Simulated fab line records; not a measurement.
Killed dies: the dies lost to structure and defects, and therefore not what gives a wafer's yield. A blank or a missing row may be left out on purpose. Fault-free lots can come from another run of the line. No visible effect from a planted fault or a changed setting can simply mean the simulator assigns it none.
Which tool was responsible? + flow sky130 + 7 lots (21 wafers sampled), 1 step of a 708-step route

## WHAT EACH GAUGE READ, for each wafer
SKY_NWELL_OVL_MEAS_23.
| lot  | measured     | on         | NWELL_01_OVL (nm) |
|------|--------------|------------|-------------------|
| L852 | day 6 08:21  | overlay-01 | -2.7 -3.5 -1.7    |
| L854 | day 6 20:51  | overlay-01 | -2.3 -3.3 -3.1    |
| L856 | day 7 06:10  | overlay-02 | 0.6 -1.0 -0.8     |
| L865 | day 9 22:45  | overlay-01 | -1.6 -2.1 -1.5    |
| L867 | day 10 03:42 | overlay-01 | 0.3 -0.5 -2.0     |
| L869 | day 10 12:39 | overlay-01 | -3.4 -1.5 -4.2    |
| L871 | day 11 00:20 | overlay-01 | -1.5 -1.8 -1.9    |

## WHAT TOOL EACH LOT RAN ON (gives the tool, then ch and the chambers of the sampled wafers, and finally the start)
Before these readings, the record contains no process step.

## THE ANSWER, worked out from the rows above alone
Rule: usual is defined by the lots themselves. Put in order of their means at a reading, lots are off if they are a third of the lots or fewer, leave a main group of 4 or more, and stand apart from it by a gap of 3 or more times the standard deviation of the main group's means; of several such gaps the widest counts. A main group is skipped when, at the precision printed for the reading in the tables above, its means are all equal. Also off: a lot with no number at a reading for which 4 or more lots have one. Where the step has rows for the other lots, those lots are counted as sound.
None of the lots is off at any reading shown; this tells nothing.

## WHAT WAS PUT IN BY THE SIMULATOR
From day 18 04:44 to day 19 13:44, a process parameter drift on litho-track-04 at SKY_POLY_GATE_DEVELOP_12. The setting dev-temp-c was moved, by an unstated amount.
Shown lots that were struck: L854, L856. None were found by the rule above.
